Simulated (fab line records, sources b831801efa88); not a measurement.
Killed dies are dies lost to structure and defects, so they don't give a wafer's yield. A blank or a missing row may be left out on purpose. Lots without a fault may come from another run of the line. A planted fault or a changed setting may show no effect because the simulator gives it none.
A struck lot beside a sound one | flow sky130 | 15 steps out of a route of 708
Sound: wafers L927.1, L927.2, L927.5. Struck: wafers L919.1, L919.2, L919.4. The cause comes at the end.
At each step with rows: each side's tool, then ch and its chambers, then its first start. Under that, the readings that differ: sound wafers | struck wafers | difference of the means | sigmas: that difference in standard deviations of wafers without a fault.
alike: readings whose means differ by less than 2 such deviations, and words and numbers that are the same on both sides. not compared: withheld readings, readings that some wafer has no value for, bounds like >300 that may hide the same value, and numbers for which the record gives no deviation and whose values overlap.
The two part at a step that has a row with sigmas, a row that says differs or no value, or rows on one side only. Numbers that don't overlap but have no deviation are shown without sigmas and don't part them. A reading that every wafer of one side lacks parts them only if that side has two wafers or more.

first, 6 steps without rows for these wafers: SKY_GATE_OXIDE_HMDS_04 (prime time 60 s); SKY_GATE_OXIDE_COAT_05 (resist thk 1140 nm); SKY_GATE_OXIDE_SOFTBAKE_06 (time 60 s); SKY_GATE_OXIDE_EXPOSE_07 (exposes mask LVOM, target cd 600 nm); SKY_GATE_OXIDE_PEB_08; SKY_GATE_OXIDE_DEVELOP_09 (develop time 60 s).
SKY_GATE_OXIDE_OVL_MEAS_10:
  sound on overlay-01, day 20 16:10; struck on overlay-01, day 17 18:34
  alike: GATE_OXIDE_OVL
then, 2 steps without rows for these wafers: SKY_GATE_OXIDE_IMPLANT_11; SKY_GATE_OXIDE_WET_ETCH_12 (etches SiO2 in dHF, target depth 16.8 nm, time 336 s).
SKY_GATE_OXIDE_STRIP_13: strips in O2/N2.
  sound on plasma_asher-03 ch 0,1, day 20 16:28; struck on plasma_asher-02 ch 0,1, day 17 18:52
  alike: drypump_motor_current_A, n2_flow_sccm, o2_flow_sccm, oes_product_au, strip_time_to_endpoint_s
  not compared: rf_hours_counter_h
SKY_GATE_OXIDE_TW_MEAS_14:
  sound on film_metro-01, day 20 16:34; struck on film_metro-03, day 17 18:58
  reading       | sound             | struck            | difference | sigmas
  GATE_OXIDE_TW | 226.7 228.2 227.0 | 223.1 223.1 223.7 | -4.0       | -2
then, 1 step without rows for these wafers: SKY_GATE_OXIDE_CLEAN_15 (cleans in SC1/SC2, time 150 s).
SKY_GATE_OXIDE_OXIDATION_16: stabilise 600 s, purge 300 s, target thk 3.57 nm.
  sound on furnace-02 ch 0, day 20 16:41; struck on furnace-02 ch 0, day 17 20:31
  reading                | sound                | struck               | difference | sigmas
  spike_tc_bottom_C (C)  | 815 814 816          | 804 805 803          | -11        | -3
  spike_tc_centre_C (C)  | 798.8 800.5 797.6    | 789.2 787.6 787.8    | -10.8      | -8
  spike_tc_lower_C (C)   | 801.1 801.4 802.3    | 790.2 790.4 789.5    | -11.6      | -11
  spike_tc_top_C (C)     | 814.3 815.7 814.1    | 803.6 804.4 804.7    | -10.5      | -10
  spike_tc_upper_C (C)   | 800.8 802.7 799.5    | 790.3 789.5 791.4    | -10.6      | -11
  tube_center_temp_C (C) | 799.89 799.91 800.03 | 789.22 789.33 789.19 | -10.70     | -99 or more
  tube_center_temp_C_max | 801.8 801.9 801.9    | 791.2 791.1 791.7    | -10.5      | -34
  alike: zone_power_centre_pct, zone_power_upper_pct
then, 1 step without rows for these wafers: SKY_POLY_GATE_CVD_00 (deposits poly-Si, target thk 180 nm, time 720 s).
-- the record jumps here: 31 days lie between the struck wafers' starts before and after (it left off in module POLY_GATE and takes up again in module PAD_OPEN, whose first step shown is number 708 of the route) --
SKY_PAD_OPEN_PROBE_99:
  sound on prober-01, day 50 17:31; struck on prober-02, day 49 00:40
  reading                                   | sound             | struck            | difference | sigmas
  model.etest.nfet_01v8_turned.drive_ua_um  | 505.6 494.1 483.6 | 509 508.6 507.4   | +14        |
  model.etest.nfet_01v8_swapped.drive_ua_um | 502.8 493.9 483.5 | 506.4 504.8 505.5 | +12.2      |
  model.etest.pfet_01v8_hvt.drive_ua_um     | 140.5 142 139.2   | 146.7 145.4 143.3 | +4.6       |
  alike: killed_at_M0_to_M3, killed_at_M4_up, killed_at_contacts, killed_at_front_end, killed_at_other, killed_dies, killed_on_rim, killed_open, killed_short
  not compared: model.etest.nfet_01v8.r_on_ohm_um, model.etest.nfet_01v8_lvt.drive_ua_um, model.etest.nfet_01v8.drive_ua_um, model.etest.sram_nfet_pass.drive_ua_um, model.etest.pfet_01v8.drive_ua_um

WHERE THEY PART
First at SKY_GATE_OXIDE_TW_MEAS_14; last, within this record, at SKY_GATE_OXIDE_OXIDATION_16. Later steps at which nothing parts them and some readings are alike: SKY_PAD_OPEN_PROBE_99.

WHY: what the simulator had put in
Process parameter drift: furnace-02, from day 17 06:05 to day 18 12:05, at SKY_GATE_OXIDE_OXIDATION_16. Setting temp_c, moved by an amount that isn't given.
